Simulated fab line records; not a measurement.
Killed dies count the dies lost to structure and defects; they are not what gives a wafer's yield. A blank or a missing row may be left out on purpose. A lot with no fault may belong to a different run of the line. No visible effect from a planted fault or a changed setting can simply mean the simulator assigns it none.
Chamber matching :: flow gf180mcu :: cmp-01 running GF_V4_CMP_04: 4 sister chambers
The step polishes SiO2. 8 wafers are shown with their chamber, then 7 later ones without.

## WAFERS WITH THEIR CHAMBER
wafer: L570.5
chamber: 3
motor current A (A): 14.2
time to endpoint s (s): 77

wafer: L571.2
chamber: 3
motor current A (A): 14.7
time to endpoint s (s): 75

wafer: L571.6
chamber: 0
motor current A (A): 13.1
time to endpoint s (s): 89

wafer: L573.1
chamber: 2
motor current A (A): 11.3
time to endpoint s (s): 82

wafer: L573.4
chamber: 1
motor current A (A): 12.8
time to endpoint s (s): 78

wafer: L573.6
chamber: 2
motor current A (A): 11.7
time to endpoint s (s): 80

wafer: L577.1
chamber: 0
motor current A (A): 13.0
time to endpoint s (s): 79

wafer: L577.5
chamber: 1
motor current A (A): 12.9
time to endpoint s (s): 82

## WAFERS WHOSE CHAMBER IS MISSING
wafer: L577.6
motor current A (A): 11.0
time to endpoint s (s): 82

wafer: L578.1
motor current A (A): 14.3
time to endpoint s (s): 81

wafer: L578.2
motor current A (A): 13.4
time to endpoint s (s): 79

wafer: L578.5
motor current A (A): 10.5
time to endpoint s (s): 85

wafer: L583.1
motor current A (A): 12.5
time to endpoint s (s): 72

wafer: L583.2
motor current A (A): 11.1
time to endpoint s (s): 78

wafer: L583.4
motor current A (A): 13.5
time to endpoint s (s): 81

## WHICH CHAMBER EACH WENT THROUGH
wafer: L577.6
from the rows above: 2
in truth: 2

wafer: L578.1
from the rows above: 3
in truth: 3

wafer: L578.2
from the rows above: can't be placed: 0 or 1
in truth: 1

wafer: L578.5
from the rows above: 2
in truth: 2

wafer: L583.1
from the rows above: can't be placed: 1 or 0
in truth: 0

wafer: L583.2
from the rows above: 2
in truth: 2

wafer: L583.4
from the rows above: can't be placed: 0 or 1
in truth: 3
Correctly placed: 4 of 7. Cannot be placed on the basis of these rows: 3; the candidates contain the true chamber in 2. Placed wrongly: 0.
How it was worked out, from the rows above alone: a wafer's distance from a chamber is the root of the sum, over the readings, of the square of ((its reading less the chamber's mean) divided by the reading's scatter). If the next closest chamber is less than 2 further off than the closest, the wafer can't be placed; otherwise it belongs to the closest. A chamber's mean is the mean of its shown wafers. How the scatter is found: for the shown wafers, subtract from each reading the mean of its chamber, square and add these, divide the total by (wafers less chambers), then take the root.
